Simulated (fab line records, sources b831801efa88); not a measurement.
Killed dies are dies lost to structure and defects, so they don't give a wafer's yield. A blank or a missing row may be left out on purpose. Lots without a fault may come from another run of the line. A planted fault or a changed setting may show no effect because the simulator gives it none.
A struck lot beside a sound one | flow gf180mcu | 14 steps out of a route of 602
Sound: wafers L380.3, L380.5, L380.6. Struck: wafers L387.1, L387.4, L387.6. The cause comes at the end.
At each step with rows: each side's tool, then ch and its chambers, then its first start. Under that, the readings that differ: sound wafers | struck wafers | difference of the means | sigmas: that difference in standard deviations of wafers without a fault.
alike: readings whose means differ by less than 2 such deviations, and words and numbers that are the same on both sides. not compared: withheld readings, readings that some wafer has no value for, bounds like >300 that may hide the same value, and numbers for which the record gives no deviation and whose values overlap.
The two part at a step that has a row with sigmas, a row that says differs or no value, or rows on one side only. Numbers that don't overlap but have no deviation are shown without sigmas and don't part them. A reading that every wafer of one side lacks parts them only if that side has two wafers or more.

GF_M1_SPUTTER_01: material TiN, target thk 30 nm, time 25 s.
  sound on pvd_sputter-02, day 20 04:42; struck on pvd_sputter-03, day 22 16:23
  alike: throttle_valve_pct
GF_M1_SPUTTER_02: material AlCu, target thk 450 nm, time 23.9 s.
  sound on pvd_sputter-02, day 20 04:44; struck on pvd_sputter-03, day 22 16:25
  alike: throttle_valve_pct
GF_M1_SPUTTER_03: material Ti, target thk 10 nm, time 6.7 s.
  sound on pvd_sputter-02, day 20 04:46; struck on pvd_sputter-03, day 22 16:27
  alike: throttle_valve_pct
GF_M1_SPUTTER_04: material TiN, target thk 50 nm, time 41.7 s.
  sound on pvd_sputter-02, day 20 04:47; struck on pvd_sputter-03, day 22 16:28
  alike: throttle_valve_pct
GF_M1_RS_MEAS_05: measures by four-point-probe.
  sound on film_metro-01, day 20 04:52; struck on film_metro-04, day 22 16:31
  alike: M1_ALCU_RS
GF_M1_THK_MEAS_06: measures by xrf.
  sound on film_metro-01, day 20 04:58; struck on film_metro-04, day 22 16:38
  alike: M1_ALCU_THK
then, 6 steps without rows for these wafers: GF_M1_DEHYDRATE_07 (time 60 s); GF_M1_HMDS_08 (prime time 60 s); GF_M1_COAT_09 (resist thk 1000 nm); GF_M1_SOFTBAKE_10 (time 60 s); GF_M1_EXPOSE_11 (exposes mask Metal1, target cd 230 nm); GF_M1_PEB_12 (peb time 90 s).
GF_M1_DEVELOP_13: develop time 60 s.
  sound on litho_track-02 ch 0, day 21 04:41; struck on litho_track-01, day 23 15:10
  no value came back on the struck wafers for chill_plate_temp_C (C), develop_time_s (s), resist_line_temp_C (C); on the sound wafers chill_plate_temp_C (C) reads 23.24 23.00 23.09
  reading                             | sound             | struck         | difference | sigmas
  model.KrF_of_M1_COAT_09.thk_nm (nm) | 982.2 987.4 984.7 | 1006 1001 1004 | +19        |
GF_M1_CD_MEAS_14: target cd 230 nm.
  sound on cd_sem-01, day 21 04:50; struck on cd_sem-01, day 23 15:19
  reading    | sound             | struck | difference                    | sigmas
  cd_nm (nm) | 229.0 227.3 228.7 | - - -  | no value on the struck wafers |

WHERE THEY PART
First at GF_M1_DEVELOP_13; last, within this record, at GF_M1_CD_MEAS_14.

WHY: what the simulator had put in
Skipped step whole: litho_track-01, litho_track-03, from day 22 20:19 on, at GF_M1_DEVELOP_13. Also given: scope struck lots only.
